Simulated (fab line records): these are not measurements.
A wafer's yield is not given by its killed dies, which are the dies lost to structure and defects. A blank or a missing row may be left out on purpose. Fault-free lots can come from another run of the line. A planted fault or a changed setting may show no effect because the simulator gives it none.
Matching of chambers | flow sky130 | SKY_VIA4_HDPCVD_00 on hdpcvd-01 has 3 sister chambers
The step deposits SiO2, target thk 1750 nm, time 291.7 s. 3 wafers are shown with their chamber, then 6 later ones without.

== WAFERS WITH THEIR CHAMBER ==
wafer  | chamber | susceptor-temp-C (C)
L943.4 | 2       | 400.09
L956.1 | 0       | 400.12
L956.4 | 1       | 400.41

== WAFERS WITH NO CHAMBER GIVEN ==
wafer  | susceptor-temp-C (C)
L958.2 | 400.32
L958.5 | 400.34
L958.6 | 400.05
L957.3 | 399.79
L957.5 | 400.07
L957.6 | 400.20

== WHICH CHAMBER EACH ONE RAN IN ==
wafer  | from the rows above          | in truth
L958.2 | can't be placed: 1 or 0 or 2 | 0
L958.5 | can't be placed: 1 or 0 or 2 | 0
L958.6 | can't be placed: 2 or 0      | 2
L957.3 | can't be placed: 2 or 0      | 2
L957.5 | can't be placed: 2 or 0      | 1
L957.6 | can't be placed: 0 or 2 or 1 | 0
Correctly placed: 0 of 6. Not placeable from these rows: 6 (in 5, the candidates include the true chamber). Wrongly placed: 0.
How it was worked out, from the rows above alone: a wafer's distance from a chamber is the root of the sum, over the readings, of the square of ((its reading less the chamber's mean) divided by the reading's scatter). If the next closest chamber is less than 2 further off than the closest, the wafer can't be placed; otherwise it belongs to the closest. The mean given for a chamber averages the wafers shown for that chamber. The scatter: root of mean squared gap, hidden wafer to nearest shown wafer, with one shown wafer a chamber.
